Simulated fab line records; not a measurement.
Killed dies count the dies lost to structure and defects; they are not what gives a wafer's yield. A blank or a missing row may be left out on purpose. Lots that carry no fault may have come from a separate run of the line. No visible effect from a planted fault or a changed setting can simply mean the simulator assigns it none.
Chamber matching -- flow sfq-line -- cmp-02 running SFQ_TRILAYER_A5B_CMP_CMP_130: 4 sister chambers
The step polishes, stops on Nb, target thk 340.7 nm. 4 wafers are shown with their chamber, then 8 later ones without.

WAFERS, EACH WITH ITS CHAMBER
wafer,chamber,motor-current-A (A)
L886.5,1,11.5
L889.3,2,10.3
L889.6,3,11.6
L896.3,0,9.4

WAFERS WHOSE CHAMBER IS MISSING
wafer,motor-current-A (A)
L896.4,11.4
L896.1,11.8
L897.1,11.7
L897.3,11.3
L897.4,10.2
L898.3,10.3
L898.5,10.2
L898.6,11.1

WHICH CHAMBER EACH ONE RAN IN
wafer,from the rows above,in truth
L896.4,can't be placed: 1 or 3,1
L896.1,can't be placed: 3 or 1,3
L897.1,can't be placed: 3 or 1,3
L897.3,can't be placed: 1 or 3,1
L897.4,2,2
L898.3,2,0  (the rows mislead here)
L898.5,2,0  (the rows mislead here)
L898.6,can't be placed: 1 or 3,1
Correctly placed: 1 of 8. Unplaceable from these rows: 5, with the true chamber sitting among the candidates in 5. 2 placed wrongly.
How it was worked out, from the rows above alone: a wafer's distance from a chamber is the root of the sum, over the readings, of the square of ((its reading less the chamber's mean) divided by the reading's scatter). If the next closest chamber is less than 2 further off than the closest, the wafer can't be placed; otherwise it belongs to the closest. A chamber's mean is the mean of its shown wafers. The scatter: with one shown wafer a chamber, the root of the mean of the squares of how far each hidden wafer lies from its nearest shown one.
